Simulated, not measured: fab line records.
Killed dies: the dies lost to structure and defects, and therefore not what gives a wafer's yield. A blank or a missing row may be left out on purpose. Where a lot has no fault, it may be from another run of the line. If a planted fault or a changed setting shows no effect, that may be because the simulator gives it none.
What tool caused it? -- flow gf180mcu -- 11 lots with 33 wafers sampled at 2 steps, on a route of 602 steps

## WHAT THE GAUGES SHOWED, per wafer
GF_HV_LDD_THK_MEAS_57.
lot,measured,on,HV_LDD_CVD_56_THK (nm)
L557,day 12 19:55,film-metro-01,90.3 90.7 90.5
L559,day 13 06:42,film-metro-01,90.5 90.1 91.1
L560,day 13 15:10,film-metro-02,88.8 89.4 89.4
L561,day 13 18:58,film-metro-02,89.3 89.6 88.9
L565,day 15 02:07,film-metro-02,90.4 91.1 91.4
L569,day 16 13:37,film-metro-02,89.6 89.4 89.2
L570,day 16 23:41,film-metro-01,88.8 89.7 88.8
L571,day 17 09:01,film-metro-01,91.6 90.7 91.6
L572,day 17 12:15,film-metro-01,90.8 91.5 90.6
L576,day 19 02:23,film-metro-01,89.9 89.1 89.7
L578,day 19 22:38,film-metro-01,88.5 88.6 88.4

## WHAT TOOL EACH LOT RAN ON (gives the tool, then ch and the chambers of the sampled wafers, and finally the start)
lot,GF_HV_LDD_STRIP_10
L557,"plasma-asher-03 ch 0,1, day 10 05:31"
L559,"plasma-asher-03 ch 0,1, day 10 16:31"
L560,"plasma-asher-01 ch 0,1, day 10 23:42"
L561,"plasma-asher-04 ch 0,1, day 11 05:16"
L565,"plasma-asher-03 ch 0,1, day 12 08:33"
L569,"plasma-asher-01 ch 0,1, day 13 18:15"
L570,"plasma-asher-01 ch 0,1, day 14 02:01"
L571,"plasma-asher-01 ch 0,1, day 14 10:51"
L572,"plasma-asher-04 ch 0,1, day 14 14:34"
L576,"plasma-asher-01 ch 0,1, day 16 01:18"
L578,"plasma-asher-01 ch 0,1, day 16 17:44"
- GF_HV_LDD_STRIP_10: strips in O2/N2.

## THE ANSWER, worked out from the rows above alone
Rule: what is usual is taken from the lots themselves. Put in order of their means at a reading, lots are off if they are a third of the lots or fewer, leave a main group of 4 or more, and stand apart from it by a gap of 3 or more times the standard deviation of the main group's means; of several such gaps the widest counts. A main group is skipped when, at the precision printed for the reading in the tables above, its means are all equal. Also off: a lot with no number at a reading for which 4 or more lots have one. All remaining lots with rows at the step are treated as sound.
None of the lots is off at any reading shown; this tells nothing.

## WHAT HAD BEEN PUT IN BY THE SIMULATOR
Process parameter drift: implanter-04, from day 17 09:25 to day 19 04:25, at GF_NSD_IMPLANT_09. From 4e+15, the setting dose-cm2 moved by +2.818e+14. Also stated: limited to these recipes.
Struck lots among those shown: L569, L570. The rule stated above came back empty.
